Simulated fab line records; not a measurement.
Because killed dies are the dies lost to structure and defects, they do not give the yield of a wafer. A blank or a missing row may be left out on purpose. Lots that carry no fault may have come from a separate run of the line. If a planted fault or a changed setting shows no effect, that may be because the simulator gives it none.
fab line records + flow sky130
record:
- lots: 7
- wafers: 21
- last-day: 50
route steps=708 shown POLY_GATE@233 LDD_N@237 PAD_OPEN@708
lots with no fault: from the same line, run without faults
start-h: hours from the record's opening day to when the first of the lot's shown wafers began + wait-h: time in hours since the lot's previous step + " identical to the entry in the row above + L1.1+2: one row covering several wafers at once + - no value present, or no start provided + * or withheld: withheld + < > ~ a bound
route shown NAME@n: NAME is a module with steps in the file, n the number in the route of the first one + usual: the fault-free wafers' mean and standard deviation + same: alike in all rows + chamber/n: place in a boat + sites: the reading at each site + _std_site: how widely they spread, as a standard deviation + _edge_site: mean of outer sites minus mean of inner sites + radius-mm: for every site, how far away it sits from the centre of the wafer + mask NAME#n: copy n + behind: the most recent tool/chamber to have shaped the wafer + hold: the reason the lot was held/the length of the hold in hours/how it ended + device: transistor that didn't switch, given as n, p or np + end of line: the same wafers' tests at the end of the route + a step with no rows: only its recipe + killed: the dies lost at the first sort to structure and to defects; this is not the yield of the wafer + map: per-die view of a wafer (x killed, . not killed, _ where there is no die)
set.NAME: the setting that was run; set.NAME@STEP: the one run at that earlier step + model.NAME: the simulator's own value behind a step, which no gauge read
lots at selected steps of the route; one table per step, one row per wafer
services: the hour from which a tool's chamber was out of use, counted from the record's first day as start-h (under 0 if before that day), plus the number of hours and why
== steps ==
step: SKY_POLY_GATE_CLEAN_19
recipe:
- chemistry: SC1/SC2
- mix: 1:4:20
- temp-c: 70
- time-s: 150
- dry: n2-spin
step: SKY_POLY_GATE_OXIDATION_20
recipe:
- temp-c: 850
- ambient: O2
- stabilise-s: 600
- purge-s: 300
- target-thk-a: 40
- ox-time-s: 899
step: SKY_POLY_GATE_THK_MEAS_21
recipe:
- reads: SiO2_of_POLY_GATE_OXIDATION_20
usual:
- POLY_GATE_OXIDATION_THK: 3.98/0.08
| lot.wafer | tool          | chamber | start-h | wait-h | POLY_GATE_OXIDATION_THK[nm] |
|-----------|---------------|---------|---------|--------|-----------------------------|
| L915.1    | film-metro-03 | -       | 450.26  | 0.0    | 3.99                        |
| L915.3    | "             | -       | "       | "      | 3.97                        |
| L915.6    | "             | -       | "       | "      | 4.04                        |
| L916.4    | film-metro-04 | -       | 450.29  | 0.0    | 4.06                        |
| L916.5    | "             | -       | "       | "      | 4.07                        |
| L916.6    | "             | -       | "       | "      | 4.11                        |
| L922.4    | film-metro-02 | -       | 471.20  | 0.0    | 3.91                        |
| L922.5    | "             | -       | "       | "      | 3.96                        |
| L922.6    | "             | -       | "       | "      | 4.10                        |
| L923.1    | film-metro-04 | -       | 474.16  | 0.0    | 4.01                        |
| L923.2    | "             | -       | "       | "      | 4.04                        |
| L923.4    | "             | -       | "       | "      | 4.03                        |
| L924.1    | film-metro-04 | -       | 481.71  | 0.0    | 4.01                        |
| L924.3    | "             | -       | "       | "      | 4.13                        |
| L924.5    | "             | -       | "       | "      | 4.12                        |
| L928.2    | film-metro-04 | -       | 523.37  | 0.0    | 3.90                        |
| L928.3    | "             | -       | "       | "      | 3.92                        |
| L928.6    | "             | -       | "       | "      | 3.88                        |
| L932.2    | film-metro-02 | -       | 560.12  | 0.0    | 4.03                        |
| L932.3    | "             | -       | "       | "      | 4.00                        |
| L932.5    | "             | -       | "       | "      | 3.96                        |
step: SKY_POLY_GATE_CD_MEAS_22
usual:
- cd-nm: 150/3.4
| lot.wafer | tool      | chamber | start-h | wait-h | cd-nm |
|-----------|-----------|---------|---------|--------|-------|
| L915.1    | cd-sem-01 | -       | 450.32  | 0.1    | 153   |
| L915.3    | "         | -       | "       | "      | 153   |
| L915.6    | "         | -       | "       | "      | 151   |
| L916.4    | cd-sem-01 | -       | 450.58  | 0.3    | 145   |
| L916.5    | "         | -       | "       | "      | 148   |
| L916.6    | "         | -       | "       | "      | 150   |
| L922.4    | cd-sem-02 | -       | 471.41  | 0.2    | 152   |
| L922.5    | "         | -       | "       | "      | 154   |
| L922.6    | "         | -       | "       | "      | 146   |
| L923.1    | cd-sem-02 | -       | 474.22  | 0.1    | 152   |
| L923.2    | "         | -       | "       | "      | 147   |
| L923.4    | "         | -       | "       | "      | 150   |
| L924.1    | cd-sem-02 | -       | 481.82  | 0.1    | 154   |
| L924.3    | "         | -       | "       | "      | 147   |
| L924.5    | "         | -       | "       | "      | 147   |
| L928.2    | cd-sem-01 | -       | 523.45  | 0.1    | 150   |
| L928.3    | "         | -       | "       | "      | 153   |
| L928.6    | "         | -       | "       | "      | 154   |
| L932.2    | cd-sem-01 | -       | 560.20  | 0.1    | 152   |
| L932.3    | "         | -       | "       | "      | 147   |
| L932.5    | "         | -       | "       | "      | 146   |
step: SKY_LDD_N_DEHYDRATE_00
recipe:
- temp-c: 200
- time-s: 60
step: SKY_LDD_N_HMDS_01
recipe:
- prime-time-s: 60
- prime-temp-c: 120
step: SKY_LDD_N_COAT_02
recipe:
- resist: NOVOLAK
- spin-rpm: 3000
- resist-thk-nm: 300
step: SKY_LDD_N_SOFTBAKE_03
recipe:
- temp-c: 90
- time-s: 60
- resist: NOVOLAK
step: SKY_LDD_N_EXPOSE_04
recipe:
- mask-id: NTM
- target-cd-nm: 840
- na: 0.6
- source-shape: conventional
- sigma-outer: 0.6
- dose-mj: 110
step: SKY_LDD_N_PEB_05
recipe:
- temp-c: withheld
- time-s: *
- resist: NOVOLAK
step: SKY_LDD_N_DEVELOP_06
recipe:
- develop-time-s: 60
- dev-temp-c: 23
step: SKY_LDD_N_OVL_MEAS_07
usual:
- LDD_N_OVL: -0.5/1.4
| lot.wafer | tool       | chamber | start-h | wait-h | LDD_N_OVL[nm] |
|-----------|------------|---------|---------|--------|---------------|
| L915.1    | overlay-02 | -       | 481.22  | 0.1    | -0.5          |
| L915.3    | "          | -       | "       | "      | 0.8           |
| L915.6    | "          | -       | "       | "      | 1.1           |
| L916.4    | overlay-02 | -       | 481.54  | 0.1    | -2.2          |
| L916.5    | "          | -       | "       | "      | -2.7          |
| L916.6    | "          | -       | "       | "      | -2.1          |
| L922.4    | overlay-02 | -       | 501.74  | 0.1    | -0.1          |
| L922.5    | "          | -       | "       | "      | -1.2          |
| L922.6    | "          | -       | "       | "      | -0.6          |
| L923.1    | overlay-02 | -       | 504.70  | 0.1    | -3.1          |
| L923.2    | "          | -       | "       | "      | -2.3          |
| L923.4    | "          | -       | "       | "      | -1.6          |
| L924.1    | overlay-01 | -       | 512.42  | 0.1    | -1.3          |
| L924.3    | "          | -       | "       | "      | -1.4          |
| L924.5    | "          | -       | "       | "      | 0.5           |
| L928.2    | overlay-01 | -       | 553.52  | 0.1    | 0.9           |
| L928.3    | "          | -       | "       | "      | 0.8           |
| L928.6    | "          | -       | "       | "      | 0.4           |
| L932.2    | overlay-02 | -       | 589.97  | 0.1    | 1.8           |
| L932.3    | "          | -       | "       | "      | 1.8           |
| L932.5    | "          | -       | "       | "      | 1.9           |
step: SKY_LDD_N_IMPLANT_08
recipe:
- species: As
- energy-kev: 20
- dose-cm2: 7.5e+13
- tilt-deg: withheld
- rotation-deg: 23
usual:
- beam-on-s: 10.3/0.42
- end-station-pressure-torr: 5.31e-06/2.7e-07
- faraday-current-uA: 410/17
same:
- implant-ion-amu: 75
| lot.wafer | tool         | chamber | start-h | wait-h | beam-on-s | end-station-pressure-torr | faraday-current-uA |
|-----------|--------------|---------|---------|--------|-----------|---------------------------|--------------------|
| L915.1    | implanter-01 | 0       | 481.26  | 0.0    | 10.2      | 5.08e-06                  | 415                |
| L915.3    | "            | 0       | "       | "      | 10.1      | 5.22e-06                  | 418                |
| L915.6    | "            | 0       | "       | "      | 10.3      | 4.92e-06                  | 410                |
| L916.4    | implanter-03 | 0       | 481.63  | 0.1    | 10.8      | 5.16e-06                  | 391                |
| L916.5    | "            | 0       | "       | "      | 10.9      | 4.96e-06                  | 386                |
| L916.6    | "            | 0       | "       | "      | 10.9      | 5.31e-06                  | 388                |
| L922.4    | implanter-03 | 0       | 501.83  | 0.1    | 12.3      | 7.665e-05                 | 340                |
| L922.5    | "            | 0       | "       | "      | 12.2      | 8.159e-05                 | 339                |
| L922.6    | "            | 0       | "       | "      | 12.2      | 8.18e-05                  | 340                |
| L923.1    | implanter-03 | 0       | 504.74  | 0.0    | 12.3      | 7.948e-05                 | 339                |
| L923.2    | "            | 0       | "       | "      | 11.9      | 8.153e-05                 | 347                |
| L923.4    | "            | 0       | "       | "      | 12.5      | 8.005e-05                 | 333                |
| L924.1    | implanter-03 | 0       | 512.46  | 0.0    | 12.1      | 8.46e-05                  | 345                |
| L924.3    | "            | 0       | "       | "      | 12.6      | 8.515e-05                 | 328                |
| L924.5    | "            | 0       | "       | "      | 12.0      | 8.355e-05                 | 344                |
| L928.2    | implanter-02 | 0       | 553.57  | 0.0    | 10.3      | 5.81e-06                  | 412                |
| L928.3    | "            | 0       | "       | "      | 10.1      | 5.36e-06                  | 419                |
| L928.6    | "            | 0       | "       | "      | 10.4      | 5.16e-06                  | 405                |
| L932.2    | implanter-03 | 0       | 590.02  | 0.0    | 11.1      | 5.5e-06                   | 383                |
| L932.3    | "            | 0       | "       | "      | 10.8      | 5.5e-06                   | 390                |
| L932.5    | "            | 0       | "       | "      | 10.9      | 5.42e-06                  | 388                |
step: SKY_LDD_N_IMPLANT_09
recipe:
- species: As
- energy-kev: 20
- dose-cm2: 7.5e+13
- tilt-deg: withheld
- rotation-deg: 113
step: SKY_PAD_OPEN_PROBE_99
usual:
- killed_at_M0_to_M3: 43/7.5
- killed_at_M4_up: 3.0/1.6
- killed-at-contacts: 23/5.8
- killed-at-front-end: 14/4.8
- killed-at-other: 0.3/0.52
- killed-dies: 84/9.1
- killed-open: 47/7.2
- killed-short: 37/5.8
same:
- gross-dies: 492
- killed-at-back-side: 0
| lot.wafer | tool      | chamber | start-h | wait-h | killed_at_M0_to_M3 | killed_at_M4_up | killed-at-contacts | killed-at-front-end | killed-at-other | killed-dies | killed-open | killed-short | model.etest.tip-n.rs-ohm-sq |
|-----------|-----------|---------|---------|--------|--------------------|-----------------|--------------------|---------------------|-----------------|-------------|-------------|--------------|-----------------------------|
| L915.1    | prober-02 | -       | 1134.47 | 0.1    | 41                 | 3               | 26                 | 14                  | 2               | 86          | 53          | 33           | 447.6                       |
| L915.3    | prober-02 | -       | 1134.57 | 0.2    | 33                 | 1               | 28                 | 14                  | 0               | 76          | 44          | 32           | 447.8                       |
| L915.6    | prober-02 | -       | 1134.72 | 0.2    | 34                 | 1               | 36                 | 20                  | 0               | 91          | 59          | 32           | 448.6                       |
| L916.4    | prober-01 | -       | 1136.12 | 0.2    | 45                 | 0               | 19                 | 21                  | 0               | 85          | 46          | 39           | 447.6                       |
| L916.5    | prober-01 | -       | 1136.17 | 0.2    | 39                 | 3               | 31                 | 17                  | 1               | 91          | 52          | 39           | 444.2                       |
| L916.6    | prober-01 | -       | 1136.22 | 0.2    | 51                 | 4               | 21                 | 19                  | 0               | 95          | 55          | 40           | 441.6                       |
| L922.4    | prober-01 | -       | 1143.79 | 0.2    | 51                 | 7               | 17                 | 14                  | 2               | 91          | 57          | 34           | 428                         |
| L922.5    | prober-01 | -       | 1143.84 | 0.2    | 42                 | 1               | 21                 | 12                  | 1               | 77          | 40          | 37           | 430.4                       |
| L922.6    | prober-01 | -       | 1143.89 | 0.2    | 42                 | 3               | 30                 | 6                   | 0               | 81          | 42          | 39           | 428.3                       |
| L923.1    | prober-02 | -       | 1145.13 | 0.1    | 46                 | 1               | 23                 | 11                  | 0               | 81          | 44          | 37           | 428.4                       |
| L923.2    | prober-02 | -       | 1145.18 | 0.1    | 28                 | 4               | 18                 | 18                  | 0               | 68          | 32          | 36           | 425.7                       |
| L923.4    | prober-02 | -       | 1145.28 | 0.2    | 38                 | 5               | 11                 | 14                  | 0               | 68          | 33          | 35           | 426.4                       |
| L924.1    | prober-01 | -       | 1153.39 | 0.1    | 46                 | 4               | 30                 | 15                  | 0               | 95          | 50          | 45           | 435.6                       |
| L924.3    | prober-01 | -       | 1153.49 | 0.2    | 31                 | 5               | 22                 | 13                  | 1               | 72          | 39          | 33           | 431.5                       |
| L924.5    | prober-01 | -       | 1153.59 | 0.2    | 37                 | 1               | 26                 | 15                  | 0               | 79          | 36          | 43           | 431.2                       |
| L928.2    | prober-01 | -       | 1174.64 | 0.1    | 50                 | 2               | 20                 | 7                   | 1               | 80          | 44          | 36           | 445.8                       |
| L928.3    | prober-01 | -       | 1174.69 | 0.2    | 43                 | 6               | 35                 | 7                   | 0               | 91          | 51          | 40           | 443.2                       |
| L928.6    | prober-01 | -       | 1174.84 | 0.2    | 55                 | 2               | 24                 | 4                   | 0               | 85          | 52          | 33           | 442                         |
| L932.2    | prober-01 | -       | 1194.56 | 0.1    | 44                 | 6               | 13                 | 19                  | 0               | 82          | 46          | 36           | 441.2                       |
| L932.3    | prober-01 | -       | 1194.61 | 0.2    | 38                 | 4               | 19                 | 18                  | 0               | 79          | 49          | 30           | 445.3                       |
| L932.5    | prober-01 | -       | 1194.71 | 0.2    | 38                 | 0               | 34                 | 16                  | 0               | 88          | 54          | 34           | 439.1                       |
killed by level:class
L915.1 CONTACT:geometric-particle:open=14 METAL1:geometric-particle:short=10 VIA1:geometric-particle:open=8 VIA2:geometric-particle:open=6 VIA3:geometric-particle:open=5 CONTACT:geometric-particle:short=4 FIELD_ISO:geometric-particle:open=3 POLY_GATE:geometric-particle:short=3
L915.3 LI_CONTACT:geometric-particle:open=12 VIA1:geometric-particle:open=6 LOCAL_INTERCONNECT:geometric-particle:short=5 METAL1:geometric-particle:short=5 VIA3:geometric-particle:open=5 FIELD_ISO:geometric-particle:open=4 VIA2:geometric-particle:open=4 CONTACT:geometric-particle:open=4
L915.6 CONTACT:geometric-particle:open=13 LI_CONTACT:geometric-particle:open=11 VIA1:geometric-particle:open=8 CONTACT:geometric-particle:short=7 VIA2:geometric-particle:open=6 VIA3:geometric-particle:open=5 FIELD_ISO:geometric-particle:short=4 FIELD_ISO:geometric-particle:open=4
L916.4 METAL1:geometric-particle:short=9 CONTACT:geometric-particle:open=8 VIA1:geometric-particle:open=8 VIA2:geometric-particle:open=6 POLY_GATE:geometric-particle:open=6 VIA3:geometric-particle:open=6 FIELD_ISO:geometric-particle:short=5 POLY_GATE:geometric-particle:short=5
L916.5 CONTACT:geometric-particle:open=10 VIA1:geometric-particle:open=10 LOCAL_INTERCONNECT:geometric-particle:short=7 VIA3:geometric-particle:open=7 POLY_GATE:geometric-particle:open=6 FIELD_ISO:geometric-particle:short=5 LI_CONTACT:geometric-particle:short=5 LI_CONTACT:geometric-particle:open=4
L916.6 VIA3:geometric-particle:open=13 CONTACT:geometric-particle:open=12 METAL2:geometric-particle:short=8 FIELD_ISO:geometric-particle:open=7 METAL1:geometric-particle:short=6 VIA1:geometric-particle:short=6 VIA2:geometric-particle:open=6 LI_CONTACT:geometric-particle:open=5
L922.4 VIA1:geometric-particle:open=12 VIA2:geometric-particle:open=10 VIA3:geometric-particle:open=8 CONTACT:geometric-particle:open=6 METAL4:geometric-particle:short=5 FIELD_ISO:geometric-particle:open=4 FIELD_ISO:geometric-particle:short=4 LI_CONTACT:geometric-particle:open=4
L922.5 CONTACT:geometric-particle:open=9 VIA1:geometric-particle:open=9 METAL3:geometric-particle:short=7 METAL2:geometric-particle:short=5 LI_CONTACT:geometric-particle:open=5 LOCAL_INTERCONNECT:geometric-particle:short=5 METAL1:geometric-particle:short=5 FIELD_ISO:geometric-particle:open=4
L922.6 VIA1:geometric-particle:open=14 LOCAL_INTERCONNECT:geometric-particle:short=8 CONTACT:geometric-particle:open=8 LI_CONTACT:geometric-particle:open=7 VIA1:geometric-particle:short=6 CONTACT:geometric-particle:short=5 VIA3:geometric-particle:open=4 METAL1:geometric-particle:short=4
L923.1 CONTACT:geometric-particle:open=9 VIA1:geometric-particle:open=8 CONTACT:geometric-particle:short=7 VIA3:geometric-particle:open=7 VIA2:geometric-particle:open=6 LI_CONTACT:geometric-particle:open=4 METAL1:geometric-particle:short=4 VIA1:geometric-particle:short=4
L923.2 CONTACT:geometric-particle:open=11 METAL1:geometric-particle:short=6 SPACER:geometric-particle:short=4 CONTACT:geometric-particle:short=4 VIA1:geometric-particle:short=4 FIELD_ISO:geometric-particle:short=3 FIELD_ISO:geometric-particle:open=3 VIA3:geometric-particle:open=3
L923.4 VIA1:geometric-particle:open=9 VIA3:geometric-particle:open=6 FIELD_ISO:geometric-particle:short=5 METAL2:geometric-particle:short=5 POLY_GATE:geometric-particle:short=4 VIA2:geometric-particle:open=4 LI_CONTACT:geometric-particle:open=3 LOCAL_INTERCONNECT:geometric-particle:short=3
L924.1 VIA3:geometric-particle:open=8 LI_CONTACT:geometric-particle:open=8 CONTACT:geometric-particle:short=7 CONTACT:geometric-particle:open=7 METAL1:geometric-particle:short=7 METAL2:geometric-particle:short=6 VIA2:geometric-particle:open=6 FIELD_ISO:geometric-particle:short=5
L924.3 VIA2:geometric-particle:open=8 VIA1:geometric-particle:open=7 LI_CONTACT:geometric-particle:short=7 VIA3:geometric-particle:open=6 LI_CONTACT:geometric-particle:open=5 LOCAL_INTERCONNECT:geometric-particle:short=5 FIELD_ISO:geometric-particle:short=3 POLY_GATE:geometric-particle:open=3
L924.5 VIA2:geometric-particle:open=9 FIELD_ISO:geometric-particle:short=7 CONTACT:geometric-particle:short=7 VIA1:geometric-particle:open=6 LOCAL_INTERCONNECT:geometric-particle:short=6 CONTACT:geometric-particle:open=6 LI_CONTACT:geometric-particle:open=4 METAL2:geometric-particle:short=4
L928.2 VIA3:geometric-particle:open=16 CONTACT:geometric-particle:open=7 VIA1:geometric-particle:open=7 METAL2:geometric-particle:short=7 VIA1:geometric-particle:short=6 VIA2:geometric-particle:open=5 METAL1:geometric-particle:short=4 LI_CONTACT:geometric-particle:open=4
L928.3 VIA1:geometric-particle:open=12 CONTACT:geometric-particle:open=11 CONTACT:geometric-particle:short=9 LI_CONTACT:geometric-particle:open=8 VIA2:geometric-particle:open=7 METAL2:geometric-particle:short=6 LOCAL_INTERCONNECT:geometric-particle:short=5 METAL1:geometric-particle:short=5
L928.6 VIA1:geometric-particle:open=12 CONTACT:geometric-particle:open=10 VIA2:geometric-particle:open=8 VIA3:geometric-particle:open=8 LI_CONTACT:geometric-particle:open=7 METAL1:geometric-particle:short=7 METAL2:geometric-particle:short=6 METAL2:geometric-particle:open=4
L932.2 VIA3:geometric-particle:open=8 CONTACT:geometric-particle:open=8 VIA2:geometric-particle:open=8 POLY_GATE:geometric-particle:short=7 VIA1:geometric-particle:open=6 FIELD_ISO:geometric-particle:short=5 VIA1:geometric-particle:short=4 VIA2:geometric-particle:short=4
L932.3 VIA1:geometric-particle:open=11 VIA2:geometric-particle:open=7 FIELD_ISO:geometric-particle:open=6 VIA1:geometric-particle:short=6 CONTACT:geometric-particle:open=6 VIA3:geometric-particle:open=6 POLY_GATE:geometric-particle:short=5 METAL2:geometric-particle:open=5
L932.5 CONTACT:geometric-particle:open=14 LI_CONTACT:geometric-particle:open=11 VIA3:geometric-particle:open=8 FIELD_ISO:geometric-particle:short=6 VIA1:geometric-particle:open=6 METAL2:geometric-particle:short=6 VIA2:geometric-particle:open=6 SPACER:geometric-particle:short=4
== services ==
| tool         | chamber | start-h | hours | kind   |
|--------------|---------|---------|-------|--------|
| implanter-03 | -       | 490.99  | 6.1   | repair |
| implanter-03 | -       | 498.93  | 2.4   | repair |
| implanter-01 | -       | 550.23  | 7.0   | pm     |
| implanter-02 | -       | 562.60  | 0.7   | repair |
| implanter-03 | -       | 574.94  | 3.9   | pm     |
== key ==
first-sign:
- step: SKY_LDD_N_IMPLANT_08
- reading: end-station-pressure-torr
- direction: up
- sigmas: 99+
- usual: 5.31e-06
- struck: 8.16e-05
effect:
- step: SKY_LDD_N_IMPLANT_08
- reading: beam-on-s
- direction: up
- sigmas: 4.5
- usual: 10.3
- struck: 12.2
model-effect:
- step: SKY_PAD_OPEN_PROBE_99
- value: etest.tip-n.rs-ohm-sq
- without: 438.6
- struck: 429.5
met-at SKY_LDD_N_IMPLANT_08
struck-wafers L922.4,L922.5,L922.6,L923.1,L923.2,L923.4,L924.1,L924.3,L924.5
tester-left-out L922,L923,L924
onset-between 481.63 501.83
fault:
- kind: process-parameter-drift
- tool: implanter-03
- chamber: -
- onset-h: 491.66
- steps: SKY_LDD_N_IMPLANT_08
- channel: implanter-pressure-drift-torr
- offset: 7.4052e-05
- shape: step
- end-h: 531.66
fault:
- kind: process-parameter-drift
- tool: implanter-03
- chamber: -
- onset-h: 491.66
- steps: SKY_LDD_N_IMPLANT_08
- channel: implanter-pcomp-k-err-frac
- offset: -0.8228
- shape: step
- end-h: 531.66
tester-left-out: of these lots the tester's yield and bins aren't shown, on N5 and GAA mostly nor the transistor test; their killed dies are dies lost to structure and defects alone, not to doping, threshold or leakage, so they don't give the yield
